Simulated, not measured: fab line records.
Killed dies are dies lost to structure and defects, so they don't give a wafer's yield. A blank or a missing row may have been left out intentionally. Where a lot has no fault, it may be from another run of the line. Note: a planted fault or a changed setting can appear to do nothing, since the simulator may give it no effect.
Code-filled problem report in 8D (eight disciplines) form / flow sky130 / the parts of the form that need people (team, actions taken, sign-off) are left out

1. WHAT WENT WRONG
Mean of strip_time_to_endpoint_s at SKY_NWELL_STRIP_25: 16.94 s across 6 wafers in 2 lots; on wafers with no fault it is 36.89 s (standard deviation 0.091). So: -99 or more standard deviations from the usual mean.
The step: strips in O2/N2.
Seen first at day 7 05:51 on plasma_asher-01, wafer L681.1. At this step, 39 wafers from 13 lots have a number in the record. Rule for "out" (also "out of limits"): further than 4 standard deviations from the usual mean. The other wafers with a number count as sound.

2. WHAT IT IS, AND WHAT IT ISN'T
question=which readings at this step | is=strip_time_to_endpoint_s | is not=-
question=which lots | is=L681, L683 | is not=L673, L674, L678, L687, L688, L689, L691, L693, L694, L695, L696
question=which wafers of those lots | is=all that have a number | is not=-
question=read on which tools | is=plasma_asher-01 | is not=plasma_asher-03, plasma_asher-04
question=when | is=from day 7 05:51 | is not=up to then (9 sound wafers); but 24 sound wafers of L687, L688, L689, L691, L693, L694, L695, L696 came after

3. SUSPECTS, AND WHAT RULES EACH OUT
Counting: a tool at a process step up to the reading stays a suspect if it ran every lot that is out and no sound lot after the first of them.
- litho_track-02 at SKY_NWELL_COAT_18 (resist thk 3000 nm): ruled out as a lasting fault. Sound lots L695 ran on it after its first lot that is out, L681 (day 6 19:28).
- plasma_asher-01 at SKY_NWELL_STRIP_25 (strips in O2/N2): ruled out as a lasting fault. Sound lots L687 ran on it after its first lot that is out, L681 (day 7 05:51).
Left after counting: nothing in the record.

4. THE CAUSE (what the simulator had put in)
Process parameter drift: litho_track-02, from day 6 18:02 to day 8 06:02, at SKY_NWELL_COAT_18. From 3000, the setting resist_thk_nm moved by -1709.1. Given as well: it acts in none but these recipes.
It was ruled out by counting, in error; the rule expects a fault to strike all lots run on its tool from its start on, and this fault did not.

5. SEQUENCE OF EFFECTS, ordered by route
Rows list readings where the struck wafers' mean (over those with a number) sits beyond 3 standard deviations from the usual. Only readings whose record carries a usual standard deviation are examined. hours: median over the lots of the time between each lot's start at the first step of this table that gives one and its start at this step. sigmas: the change, counted in usual standard deviations.
hours=0; step=SKY_NWELL_STRIP_25; reading=strip_time_to_endpoint_s; usual=36.89 s; on struck wafers=16.94; change=-19.95; sigmas=-99 or more
Process steps it contains:
- SKY_NWELL_STRIP_25: strips in O2/N2.

6. HOW IT WOULD HAVE BEEN CAUGHT EARLIER
In this record the first reading out of limits was taken at day 7 05:51, 12 hours after the fault began at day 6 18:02.
